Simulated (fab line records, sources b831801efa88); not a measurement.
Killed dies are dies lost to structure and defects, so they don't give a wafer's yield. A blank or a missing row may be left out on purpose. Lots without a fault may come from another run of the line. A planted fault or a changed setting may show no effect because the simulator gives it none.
fab line records | flow gf180mcu
record lots=11 wafers=33 last_day=34
route steps=602 shown POLY_GATE@169 PSD@261 NSD@262 SALICIDE@282 CONTACT@303
lots that met no fault: from a run of the same line without faults
start_h: hours from the record's first day to the start of the lot's first wafer shown | wait_h: hours since the lot's step before | " the same as in the row above | L1.1+2: a row that stands for several wafers | - no value, or no start given | * or withheld: withheld | < > ~ a bound
route shown NAME@n: a module of which the file shows steps, and the number in the route of the first | usual: mean/standard deviation of fault-free wafers | same: alike in all rows | chamber/n: place in a boat | sites: the reading at each site | _std_site: their standard deviation | _edge_site: outer sites' mean less inner sites' | radius_mm: how far each site lies from the wafer's centre | mask NAME#n: copy n | behind: the tool/chamber that last shaped the wafer | hold: why the lot was held/for how many hours/how that ended | device: the transistor (n, p or np) that didn't switch | end of line: the same wafers' tests at the end of the route | a step without rows: its recipe alone | killed: dies lost to structure and defects at the first sort, not the wafer's yield | map: a wafer's dies, x killed, . not, _ none there
set.NAME: the setting as run; set.NAME@STEP: as run at that earlier step | model.NAME: the simulator's own value behind a step, which no gauge read
steps of the route over a sample of lots; a table a step, a row a wafer
services: from which hour (start_h, from the record's first day; less than 0 if before it) a tool's chamber was out of use, for how many hours, and why
## steps
# step GF_POLY_GATE_ETCH_12
# recipe chemistry=N2/H2 target_depth_a=withheld overetch_a=withheld time_s=withheld target=BARC ion_energy_ev=200 source_w=500 bias_w=100 pressure_mtorr=30 n2_flow_sccm=100 h2_flow_sccm=200
# usual chamber_pressure_mTorr=30.000/0.026 drypump_motor_current_A=5.7/0.41 oes_product_au=0.735/0.0047 throttle_valve_pct=13.215/0.0084
# columns lot.wafer tool chamber start_h wait_h chamber_pressure_mTorr drypump_motor_current_A oes_product_au throttle_valve_pct
L226.2 rie_diel-04 0 202.55 0.0 30.014 5.5 0.737 13.221
L226.5 " 1 " " 29.963 5.3 0.729 13.225
L226.6 " 2 " " 29.970 5.8 0.740 13.212
L227.2 rie_diel-03 3 210.41 0.0 30.001 5.7 0.740 13.208
L227.3 " 1 " " 29.982 6.5 0.726 13.221
L227.5 " 2 " " 29.978 5.5 0.737 13.214
L229.2 rie_diel-01 2 229.15 0.0 30.032 5.5 0.729 13.207
L229.3 " 0 " " 29.998 6.5 0.738 13.226
L229.5 " 3 " " 30.022 5.5 0.735 13.217
L230.1 rie_diel-03 2 236.05 0.0 30.014 5.5 0.739 13.222
L230.5 " 3 " " 29.970 5.7 0.733 13.217
L230.6 " 0 " " 29.999 5.8 0.736 13.219
L234.1 rie_diel-01 0 263.95 0.0 30.033 6.5 0.739 13.213
L234.3 " 2 " " 30.019 5.5 0.742 13.204
L234.6 " 3 " " 29.994 5.5 0.734 13.209
L235.1 rie_diel-01 3 272.22 0.0 29.991 5.4 0.736 13.215
L235.2 " 2 " " 29.987 5.6 0.742 13.219
L235.3 " 0 " " 30.003 6.5 0.735 13.202
L237.2 rie_diel-04 0 286.81 0.0 30.026 5.5 0.735 13.216
L237.3 " 1 " " 30.012 5.2 0.733 13.220
L237.5 " 2 " " 30.011 5.8 0.736 13.206
L239.1 rie_diel-03 3 297.22 0.0 29.989 5.7 0.731 13.206
L239.2 " 2 " " 29.997 5.5 0.735 13.214
L239.3 " 1 " " 30.027 6.6 0.728 13.224
L244.1 rie_diel-03 3 336.35 0.0 30.010 5.7 0.738 13.217
L244.3 " 1 " " 30.002 6.6 0.733 13.213
L244.6 " 1 " " 30.001 6.5 0.737 13.218
L245.4 rie_diel-03 3 342.32 0.0 29.974 5.7 0.738 13.210
L245.5 " 3 " " 30.055 5.7 0.732 13.225
L245.6 " 0 " " 30.008 5.8 0.732 13.225
L246.3 rie_diel-01 0 351.12 0.0 29.946 6.5 0.728 13.241
L246.5 " 1 " " 30.056 5.3 0.740 13.197
L246.6 " 2 " " 30.015 5.5 0.733 13.204
# step GF_PSD_RTA_13
# recipe temp_c=1025 time_s=20 ambient=N2
# usual lamp_power_pct=37.8/2.8 wafer_temp_C_max=1029.2/1.5
# columns lot.wafer tool chamber start_h wait_h lamp_power_pct wafer_temp_C_max
L226.2 rtp_anneal-01 0 327.69 0.0 34.8 1033.0
L226.5 " 0 " " 34.7 1029.9
L226.6 " 0 " " 34.7 1030.5
L227.2 rtp_anneal-02 0 336.85 0.0 40.4 1028.3
L227.3 " 0 " " 40.4 1027.6
L227.5 " 0 " " 40.4 1027.6
L229.2 rtp_anneal-02 0 359.45 0.0 40.4 1028.4
L229.3 " 0 " " 40.3 1027.6
L229.5 " 0 " " 40.4 1026.9
L230.1 rtp_anneal-01 0 365.63 0.0 34.8 1030.6
L230.5 " 0 " " 34.7 1031.0
L230.6 " 0 " " 34.7 1029.4
L234.1 rtp_anneal-01 0 399.93 0.0 35.4 1036.8
L234.3 " 0 " " 35.4 1037.4
L234.6 " 0 " " 35.4 1038.9
L235.1 rtp_anneal-01 0 408.38 0.0 35.4 1037.8
L235.2 " 0 " " 35.4 1038.2
L235.3 " 0 " " 35.4 1038.7
L237.2 rtp_anneal-02 0 428.40 0.0 40.4 1027.4
L237.3 " 0 " " 40.4 1028.9
L237.5 " 0 " " 40.4 1028.1
L239.1 rtp_anneal-02 0 440.84 0.0 40.4 1028.0
L239.2 " 0 " " 40.4 1028.0
L239.3 " 0 " " 40.4 1028.2
L244.1 rtp_anneal-01 0 485.66 0.0 34.7 1029.4
L244.3 " 0 " " 34.7 1030.7
L244.6 " 0 " " 34.7 1030.1
L245.4 rtp_anneal-01 0 491.72 0.0 34.7 1031.6
L245.5 " 0 " " 34.7 1029.2
L245.6 " 0 " " 34.7 1031.4
L246.3 rtp_anneal-01 0 502.21 0.0 34.7 1031.2
L246.5 " 0 " " 34.7 1031.0
L246.6 " 0 " " 34.7 1031.6
# step GF_PSD_RS_MEAS_14
# recipe thk_meas_gauge=four-point-probe
# usual NSD_RS=46.16/0.085
# columns lot.wafer tool chamber start_h wait_h NSD_RS[ohm/sq]
L226.2 film_metro-01 - 327.85 0.1 46.19
L226.5 " - " " 46.14
L226.6 " - " " 46.17
L227.2 film_metro-04 - 336.94 0.1 46.12
L227.3 " - " " 45.96
L227.5 " - " " 45.98
L229.2 film_metro-02 - 359.54 0.1 46.22
L229.3 " - " " 46.16
L229.5 " - " " 46.09
L230.1 film_metro-01 - 365.72 0.1 46.20
L230.5 " - " " 46.18
L230.6 " - " " 46.20
L234.1 film_metro-04 - 400.02 0.1 44.93
L234.3 " - " " 44.92
L234.6 " - " " 44.96
L235.1 film_metro-01 - 408.46 0.1 45.08
L235.2 " - " " 45.11
L235.3 " - " " 45.07
L237.2 film_metro-02 - 428.49 0.1 46.22
L237.3 " - " " 46.27
L237.5 " - " " 46.22
L239.1 film_metro-02 - 440.92 0.1 46.18
L239.2 " - " " 46.09
L239.3 " - " " 46.16
L244.1 film_metro-01 - 485.74 0.1 46.18
L244.3 " - " " 46.17
L244.6 " - " " 46.24
L245.4 film_metro-01 - 491.82 0.1 46.20
L245.5 " - " " 46.13
L245.6 " - " " 46.15
L246.3 film_metro-02 - 502.30 0.1 46.10
L246.5 " - " " 46.15
L246.6 " - " " 46.29
# step GF_PSD_RS_MEAS_15
# recipe thk_meas_gauge=four-point-probe
# usual PSD_RS=108.57/0.29
# columns lot.wafer tool chamber start_h wait_h PSD_RS[ohm/sq]
L226.2 film_metro-01 - 327.97 0.1 108.74
L226.5 " - " " 108.45
L226.6 " - " " 108.48
L227.2 film_metro-04 - 337.06 0.1 108.21
L227.3 " - " " 108.19
L227.5 " - " " 107.95
L229.2 film_metro-02 - 359.66 0.1 108.38
L229.3 " - " " 108.52
L229.5 " - " " 108.36
L230.1 film_metro-01 - 365.84 0.1 108.77
L230.5 " - " " 108.76
L230.6 " - " " 108.61
L234.1 film_metro-04 - 400.14 0.1 104.15
L234.3 " - " " 104.25
L234.6 " - " " 104.29
L235.1 film_metro-01 - 408.58 0.1 104.60
L235.2 " - " " 104.94
L235.3 " - " " 104.94
L237.2 film_metro-02 - 428.61 0.1 108.46
L237.3 " - " " 108.66
L237.5 " - " " 108.68
L239.1 film_metro-02 - 441.04 0.1 108.53
L239.2 " - " " 108.39
L239.3 " - " " 108.45
L244.1 film_metro-01 - 485.86 0.1 108.60
L244.3 " - " " 108.59
L244.6 " - " " 108.99
L245.4 film_metro-01 - 491.94 0.1 109.37
L245.5 " - " " 108.69
L245.6 " - " " 108.92
L246.3 film_metro-02 - 502.42 0.1 108.58
L246.5 " - " " 108.39
L246.6 " - " " 108.34
# step GF_SALICIDE_RS_MEAS_04
# recipe thk_meas_gauge=four-point-probe reads=TiN_of_SALICIDE_SPUTTER_03+Co_of_SALICIDE_SPUTTER_02
# usual SALICIDE_TIN_RS=16.4/0.35
# columns lot.wafer tool chamber start_h wait_h SALICIDE_TIN_RS[ohm/sq]
L226.2 film_metro-04 - 349.59 0.0 16.3
L226.5 " - " " 16.0
L226.6 " - " " 16.6
L227.2 film_metro-01 - 359.33 0.0 16.7
L227.3 " - " " 16.7
L227.5 " - " " 16.6
L229.2 film_metro-03 - 382.53 0.0 15.9
L229.3 " - " " 15.9
L229.5 " - " " 15.8
L230.1 film_metro-04 - 389.11 0.0 16.5
L230.5 " - " " 16.4
L230.6 " - " " 16.4
L234.1 film_metro-01 - 424.39 0.0 16.5
L234.3 " - " " 16.1
L234.6 " - " " 16.5
L235.1 film_metro-03 - 432.96 0.0 16.2
L235.2 " - " " 16.4
L235.3 " - " " 16.8
L237.2 film_metro-01 - 454.04 0.0 16.6
L237.3 " - " " 15.9
L237.5 " - " " 15.7
L239.1 film_metro-04 - 465.73 0.0 16.9
L239.2 " - " " 16.8
L239.3 " - " " 16.8
L244.1 film_metro-01 - 510.59 0.0 17.0
L244.3 " - " " 17.0
L244.6 " - " " 17.0
L245.4 film_metro-01 - 516.00 0.1 16.5
L245.5 " - " " 16.4
L245.6 " - " " 16.0
L246.3 film_metro-01 - 525.93 0.1 16.6
L246.5 " - " " 16.6
L246.6 " - " " 16.8
# step GF_CONTACT_ETCH_16
# recipe chemistry=N2/H2 target_depth_a=withheld overetch_a=withheld time_s=withheld target=BARC ion_energy_ev=200 source_w=500 bias_w=100 pressure_mtorr=30 n2_flow_sccm=100 h2_flow_sccm=200
# usual chamber_pressure_mTorr=30.000/0.027 drypump_motor_current_A=5.6/0.47 oes_product_au=0.855/0.0055 throttle_valve_pct=13.226/0.0086
# columns lot.wafer tool chamber start_h wait_h chamber_pressure_mTorr drypump_motor_current_A oes_product_au throttle_valve_pct
L226.2 rie_diel-04 0 373.42 0.0 29.981 5.4 0.844 13.216
L226.5 " 3 " " 30.013 5.6 0.852 13.242
L226.6 " 0 " " 30.015 5.4 0.863 13.227
L227.2 rie_diel-03 1 382.46 0.0 29.992 6.5 0.851 13.223
L227.3 " 0 " " 30.015 5.8 0.853 13.228
L227.5 " 0 " " 29.968 5.8 0.841 13.222
L229.2 rie_diel-02 2 407.25 0.0 30.003 5.1 0.858 13.235
L229.3 " 0 " " 30.038 5.5 0.863 13.240
L229.5 " 0 " " 29.980 5.5 0.850 13.217
L230.1 rie_diel-03 2 414.01 0.0 30.011 5.6 0.853 13.231
L230.5 " 1 " " 29.973 6.5 0.849 13.218
L230.6 " 2 " " 30.015 5.5 0.854 13.224
L234.1 rie_diel-03 2 450.07 0.0 29.982 5.5 0.858 13.234
L234.3 " 0 " " 30.038 5.9 0.856 13.225
L234.6 " 0 " " 30.017 5.8 0.857 13.211
L235.1 rie_diel-02 2 459.00 0.0 30.004 5.1 0.858 13.229
L235.2 " 1 " " 29.988 5.0 0.860 13.224
L235.3 " 3 " " 30.014 4.7 0.860 13.227
L237.2 rie_diel-02 2 479.70 0.0 30.010 5.1 0.855 13.210
L237.3 " 3 " " 29.973 4.7 0.854 13.222
L237.5 " 0 " " 30.004 5.6 0.851 13.254
L239.1 rie_diel-03 3 491.45 0.0 30.007 5.7 0.858 13.228
L239.2 " 0 " " 30.026 5.8 0.856 13.224
L239.3 " 2 " " 30.000 5.5 0.853 13.238
L244.1 rie_diel-03 3 534.87 0.0 29.998 5.7 0.857 13.212
L244.3 " 0 " " 29.987 5.8 0.851 13.224
L244.6 " 2 " " 29.925 5.5 0.855 13.233
L245.4 rie_diel-03 3 539.75 0.0 29.980 5.7 0.854 13.231
L245.5 " 2 " " 29.982 5.5 0.848 13.221
L245.6 " 3 " " 29.997 5.7 0.850 13.213
L246.3 rie_diel-02 0 549.79 0.0 29.982 5.6 0.857 13.228
L246.5 " 0 " " 30.035 5.5 0.847 13.229
L246.6 " 3 " " 30.013 4.7 0.858 13.231
## services
# columns tool chamber start_h hours kind
rie_diel-04 2 209.94 18.7 repair
rie_diel-04 3 212.94 1.8 repair
rie_diel-04 0 218.85 12.9 repair
rie_diel-04 1 225.66 9.0 repair
rie_diel-01 1 228.93 6.8 repair
rie_diel-04 0 243.56 8.6 repair
rie_diel-01 2 245.87 15.9 repair
rie_diel-03 0 253.22 3.9 repair
rie_diel-02 - 262.04 0.2 repair
rie_diel-02 - 357.16 0.3 repair
rie_diel-03 1 363.09 10.5 repair
rtp_anneal-02 - 373.79 5.0 pm
rie_diel-02 - 375.40 0.4 repair
rie_diel-02 1 402.86 6.2 repair
rie_diel-02 3 407.70 2.5 repair
rie_diel-01 3 410.88 11.4 repair
rie_diel-01 1 459.58 10.2 repair
rie_diel-01 - 469.68 1.7 repair
rie_diel-03 1 478.43 7.7 repair
rie_diel-01 2 497.70 1.5 repair
rie_diel-02 - 498.91 4.3 pm
rie_diel-02 2 505.33 2.1 repair
rtp_anneal-01 - 523.11 5.0 pm
rie_diel-01 - 548.35 2.8 pm
## key
first_sign step=GF_PSD_RTA_13 reading=wafer_temp_C_max direction=up sigmas=5.8 usual=* struck=*
effect step=GF_PSD_RS_MEAS_14 reading=NSD_RS direction=down sigmas=14 usual=46.16 struck=45.01
effect step=GF_PSD_RS_MEAS_15 reading=PSD_RS direction=down sigmas=14 usual=108.57 struck=104.53
met_at GF_PSD_RTA_13
struck_lots L234,L235
tester_left_out L234,L235
not_acting_at GF_POLY_GATE_ETCH_12,GF_SALICIDE_RS_MEAS_04,GF_CONTACT_ETCH_16
onset_between 365.63 399.93
fault kind=process_parameter_drift tool=rtp_anneal-01 chamber=- onset_h=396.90 steps=GF_PSD_RTA_13 channel=temp_c offset=* shape=step end_h=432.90 acts_in=* stated=*
# tester_left_out: of these lots the tester's yield and bins aren't shown, on N5 and GAA mostly nor the transistor test; their killed dies are dies lost to structure and defects alone, not to doping, threshold or leakage, so they don't give the yield
